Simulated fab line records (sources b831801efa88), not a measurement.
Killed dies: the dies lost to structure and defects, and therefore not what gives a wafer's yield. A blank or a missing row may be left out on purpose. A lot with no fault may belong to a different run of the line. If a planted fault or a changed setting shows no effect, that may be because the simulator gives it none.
Which of the tools did it? || flow sky130 || 12 lots with 36 wafers sampled at 3 steps, on a route of 708 steps

## WHAT THE GAUGES SHOWED, per wafer
SKY_LDD_N_TW_MEAS_17.
{"lot": "L527", "measured": "day 17 16:47", "on": "film_metro-03", "LDD_N_TW": "2600 2604 2619"}
{"lot": "L528", "measured": "day 18 02:31", "on": "film_metro-03", "LDD_N_TW": "2611 2610 2610"}
{"lot": "L529", "measured": "day 18 13:47", "on": "film_metro-03", "LDD_N_TW": "2619 2611 2613"}
{"lot": "L531", "measured": "day 19 06:50", "on": "film_metro-04", "LDD_N_TW": "2552 2561 2554"}
{"lot": "L533", "measured": "day 20 07:09", "on": "film_metro-01", "LDD_N_TW": "2580 2571 2563"}
{"lot": "L537", "measured": "day 21 20:00", "on": "film_metro-01", "LDD_N_TW": "2567 2569 2575"}
{"lot": "L535", "measured": "day 21 20:34", "on": "film_metro-03", "LDD_N_TW": "2639 2640 2637"}
{"lot": "L536", "measured": "day 21 21:13", "on": "film_metro-01", "LDD_N_TW": "2579 2571 2580"}
{"lot": "L539", "measured": "day 22 15:01", "on": "film_metro-03", "LDD_N_TW": "2636 2638 2641"}
{"lot": "L540", "measured": "day 22 21:57", "on": "film_metro-03", "LDD_N_TW": "2626 2635 2623"}
{"lot": "L548", "measured": "day 25 12:41", "on": "film_metro-03", "LDD_N_TW": "2626 2621 2622"}
{"lot": "L549", "measured": "day 26 02:12", "on": "film_metro-04", "LDD_N_TW": "2556 2549 2564"}

SKY_POLY_CUT_OVL_MEAS_09.
{"lot": "L527", "measured": "day 24 02:52", "on": "overlay-02", "POLY_CUT_OVL (nm)": "8 9 7"}
{"lot": "L528", "measured": "day 24 13:29", "on": "overlay-02", "POLY_CUT_OVL (nm)": "1 -14 -14"}
{"lot": "L529", "measured": "day 25 00:11", "on": "overlay-02", "POLY_CUT_OVL (nm)": "-4 -1 -3"}
{"lot": "L531", "measured": "day 25 17:20", "on": "overlay-01", "POLY_CUT_OVL (nm)": "-9 -1 -5"}
{"lot": "L533", "measured": "day 26 16:46", "on": "overlay-02", "POLY_CUT_OVL (nm)": "-3 3 6"}
{"lot": "L537", "measured": "day 28 03:20", "on": "overlay-02", "POLY_CUT_OVL (nm)": "8 4 1"}
{"lot": "L535", "measured": "day 28 10:05", "on": "overlay-02", "POLY_CUT_OVL (nm)": "-5 -7 -2"}
{"lot": "L536", "measured": "day 28 09:23", "on": "overlay-02", "POLY_CUT_OVL (nm)": "2 -1 -4"}
{"lot": "L539", "measured": "day 28 19:14", "on": "overlay-01", "POLY_CUT_OVL (nm)": "7 4 7"}
{"lot": "L540", "measured": "day 29 01:38", "on": "overlay-02", "POLY_CUT_OVL (nm)": "-7 -7 -8"}
{"lot": "L548", "measured": "day 31 13:16", "on": "overlay-02", "POLY_CUT_OVL (nm)": "3 1 -7"}
{"lot": "L549", "measured": "day 32 00:41", "on": "overlay-01", "POLY_CUT_OVL (nm)": "-12 -10 2"}

## TOOL THAT RAN EACH LOT (tool first, then ch and the chambers of the sampled wafers, then the start)
{"lot": "L527", "SKY_POLY_GATE_ETCH_15": "rie_diel-01 ch 0,1,2, day 16 08:28"}
{"lot": "L528", "SKY_POLY_GATE_ETCH_15": "rie_diel-02 ch 0,1,3, day 16 18:46"}
{"lot": "L529", "SKY_POLY_GATE_ETCH_15": "rie_diel-03 ch 0,1,2, day 17 02:10"}
{"lot": "L531", "SKY_POLY_GATE_ETCH_15": "rie_diel-01 ch 0,2,3, day 17 19:49"}
{"lot": "L533", "SKY_POLY_GATE_ETCH_15": "rie_diel-01 ch 0,1, day 18 20:46"}
{"lot": "L537", "SKY_POLY_GATE_ETCH_15": "rie_diel-02 ch 0,1,3, day 20 10:22"}
{"lot": "L535", "SKY_POLY_GATE_ETCH_15": "rie_diel-01 ch 0,2, day 20 10:31"}
{"lot": "L536", "SKY_POLY_GATE_ETCH_15": "rie_diel-03 ch 0,3, day 20 10:43"}
{"lot": "L539", "SKY_POLY_GATE_ETCH_15": "rie_diel-03 ch 0,1,3, day 21 05:40"}
{"lot": "L540", "SKY_POLY_GATE_ETCH_15": "rie_diel-03 ch 1,2,3, day 21 12:22"}
{"lot": "L548", "SKY_POLY_GATE_ETCH_15": "rie_diel-02 ch 0,1,2, day 24 04:25"}
{"lot": "L549", "SKY_POLY_GATE_ETCH_15": "rie_diel-03 ch 0,3, day 24 18:04"}
- SKY_POLY_GATE_ETCH_15: etches BARC in N2/H2, stops on SiO2, time 118.5 s, target depth 110 nm.

## WHAT THE TOOLS THEMSELVES READ (means of the sampled wafers that have a number; where no wafer has one, the mark that the record gives instead)
SKY_POLY_GATE_ETCH_15.
{"lot": "L527", "tool": "rie_diel-01", "bias_w (W)": 99.78, "drypump_motor_current_A (A)": 5.8, "oes_product_au (a.u.)": 0.719, "throttle_valve_pct (%)": 13.201}
{"lot": "L528", "tool": "rie_diel-02", "bias_w (W)": 99.77, "drypump_motor_current_A (A)": 5.6, "oes_product_au (a.u.)": 0.723, "throttle_valve_pct (%)": 13.212}
{"lot": "L529", "tool": "rie_diel-03", "bias_w (W)": 100.14, "drypump_motor_current_A (A)": 5.7, "oes_product_au (a.u.)": 0.718, "throttle_valve_pct (%)": 13.214}
{"lot": "L531", "tool": "rie_diel-01", "bias_w (W)": 100.11, "drypump_motor_current_A (A)": 5.7, "oes_product_au (a.u.)": 0.722, "throttle_valve_pct (%)": 13.209}
{"lot": "L533", "tool": "rie_diel-01", "bias_w (W)": 99.65, "drypump_motor_current_A (A)": 5.8, "oes_product_au (a.u.)": 0.716, "throttle_valve_pct (%)": 13.208}
{"lot": "L537", "tool": "rie_diel-02", "bias_w (W)": 100.01, "drypump_motor_current_A (A)": 5.6, "oes_product_au (a.u.)": 0.716, "throttle_valve_pct (%)": 13.216}
{"lot": "L535", "tool": "rie_diel-01", "bias_w (W)": 100.08, "drypump_motor_current_A (A)": 6.0, "oes_product_au (a.u.)": 0.715, "throttle_valve_pct (%)": 13.216}
{"lot": "L536", "tool": "rie_diel-03", "bias_w (W)": 99.85, "drypump_motor_current_A (A)": 5.4, "oes_product_au (a.u.)": 0.714, "throttle_valve_pct (%)": 13.209}
{"lot": "L539", "tool": "rie_diel-03", "bias_w (W)": 96.55, "drypump_motor_current_A (A)": 5.7, "oes_product_au (a.u.)": 0.717, "throttle_valve_pct (%)": 13.211}
{"lot": "L540", "tool": "rie_diel-03", "bias_w (W)": 96.89, "drypump_motor_current_A (A)": 5.8, "oes_product_au (a.u.)": 0.720, "throttle_valve_pct (%)": 13.216}
{"lot": "L548", "tool": "rie_diel-02", "bias_w (W)": 100.05, "drypump_motor_current_A (A)": 5.8, "oes_product_au (a.u.)": 0.716, "throttle_valve_pct (%)": 13.214}
{"lot": "L549", "tool": "rie_diel-03", "bias_w (W)": 99.94, "drypump_motor_current_A (A)": 5.3, "oes_product_au (a.u.)": 0.723, "throttle_valve_pct (%)": 13.214}

## THE ANSWER, worked out from the rows above alone
Rule: the usual values come from the lots themselves. Put in order of their means at a reading, lots are off if they are a third of the lots or fewer, leave a main group of 4 or more, and stand apart from it by a gap of 3 or more times the standard deviation of the main group's means; of several such gaps the widest counts. The tables above print the reading to a certain number of digits; a main group whose means all agree to those digits is not used. Also off: a lot with no number at a reading for which 4 or more lots have one. Any other lot the step has rows for is counted as sound. Order of review: gauges by route order, followed by the tools' own readings, for which a lot's mean as printed above is used. The first step at which some lot is off is used, and at that step the reading that is off furthest; a lot without a number counts as furthest.
Off: L539, L540 (SKY_POLY_GATE_ETCH_15, bias_w). Mean 99.94 W and standard deviation 0.16 in the main group.
If a tool, at that step or one of the process steps before it, ran each lot that is off and ran no sound lot following the first of them, it fits. No candidate that was tried fits.

## WHAT WAS PUT IN BY THE SIMULATOR
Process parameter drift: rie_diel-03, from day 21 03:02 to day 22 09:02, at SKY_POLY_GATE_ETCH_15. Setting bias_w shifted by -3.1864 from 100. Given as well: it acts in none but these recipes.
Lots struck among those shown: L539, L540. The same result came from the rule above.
